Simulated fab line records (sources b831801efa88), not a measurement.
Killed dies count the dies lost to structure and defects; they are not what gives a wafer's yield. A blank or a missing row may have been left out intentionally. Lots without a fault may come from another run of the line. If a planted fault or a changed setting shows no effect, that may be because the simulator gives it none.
Which of the tools did it? + flow sfq-line + at 1 step of a route of 325, 14 lots with 42 wafers sampled

== WHAT THE GAUGES READ, wafer by wafer ==
The record lacks any reading of a measuring or inspecting step that a usual standard deviation could be used to judge.

== WHAT TOOL EACH LOT RAN ON (gives the tool, then ch and the chambers of the sampled wafers, and finally the start) ==
| lot  | SFQ_TRILAYER_JJ_TRILAYER_DEP_PRE_CLEAN_113 |
|------|--------------------------------------------|
| L120 | pvd-sputter-03, day 47 13:56               |
| L122 | pvd-sputter-03, day 47 18:44               |
| L125 | pvd-sputter-06, day 48 18:44               |
| L126 | pvd-sputter-05, day 48 21:08               |
| L127 | pvd-sputter-06, day 48 23:32               |
| L128 | pvd-sputter-05, day 49 00:44               |
| L133 | pvd-sputter-05, day 51 22:34               |
| L134 | pvd-sputter-06, day 52 04:34               |
| L136 | pvd-sputter-06, day 52 20:16               |
| L138 | pvd-sputter-06, day 55 14:36               |
| L140 | pvd-sputter-05, day 61 08:44               |
| L141 | pvd-sputter-03, day 61 13:32               |
| L142 | pvd-sputter-05, day 61 15:56               |
| L143 | pvd-sputter-03, day 61 20:44               |
- SFQ_TRILAYER_JJ_TRILAYER_DEP_PRE_CLEAN_113: time 22.5 s.

== AS READ BY THE TOOLS THEMSELVES (means over the sampled wafers that have a number; for cases with no such wafer, the mark the record gives instead) ==
SFQ_TRILAYER_JJ_TRILAYER_DEP_PRE_CLEAN_113. Usual: 249.8 V for bias-v, sd 2.4.
| lot  | tool           | bias-v (V) | flag |
|------|----------------|------------|------|
| L120 | pvd-sputter-03 | 253.2      |      |
| L122 | pvd-sputter-03 | 251.3      |      |
| L125 | pvd-sputter-06 | 250.5      |      |
| L126 | pvd-sputter-05 | 249.2      |      |
| L127 | pvd-sputter-06 | -          | OFF  |
| L128 | pvd-sputter-05 | -          | OFF  |
| L133 | pvd-sputter-05 | 249.3      |      |
| L134 | pvd-sputter-06 | 250.2      |      |
| L136 | pvd-sputter-06 | 250.6      |      |
| L138 | pvd-sputter-06 | 249.2      |      |
| L140 | pvd-sputter-05 | 250.2      |      |
| L141 | pvd-sputter-03 | 247.6      |      |
| L142 | pvd-sputter-05 | 249.4      |      |
| L143 | pvd-sputter-03 | 251.8      |      |

== THE ANSWER, worked out from the rows above alone ==
Rule: take the mean of a lot's wafers that have a number; if it is more than 3 standard deviations from the usual mean, the lot is off. A lot without any number at a reading at which 4 lots or more have one is off too. The other lots that the step has rows for count as sound. After the gauges, taken in route order, come the tools' own readings; for these a lot's mean is taken, as printed above. At the first step where some lot is off, the reading lying furthest off is the one used; lots without a number count as furthest.
Off at SFQ_TRILAYER_JJ_TRILAYER_DEP_PRE_CLEAN_113 (bias-v): L127, L128. Without a number there: L127, L128.
If a tool, at that step or one of the process steps before it, ran each lot that is off and ran no sound lot following the first of them, it fits. Of those tried, none fits.

== WHAT THE SIMULATOR HAD INSERTED ==
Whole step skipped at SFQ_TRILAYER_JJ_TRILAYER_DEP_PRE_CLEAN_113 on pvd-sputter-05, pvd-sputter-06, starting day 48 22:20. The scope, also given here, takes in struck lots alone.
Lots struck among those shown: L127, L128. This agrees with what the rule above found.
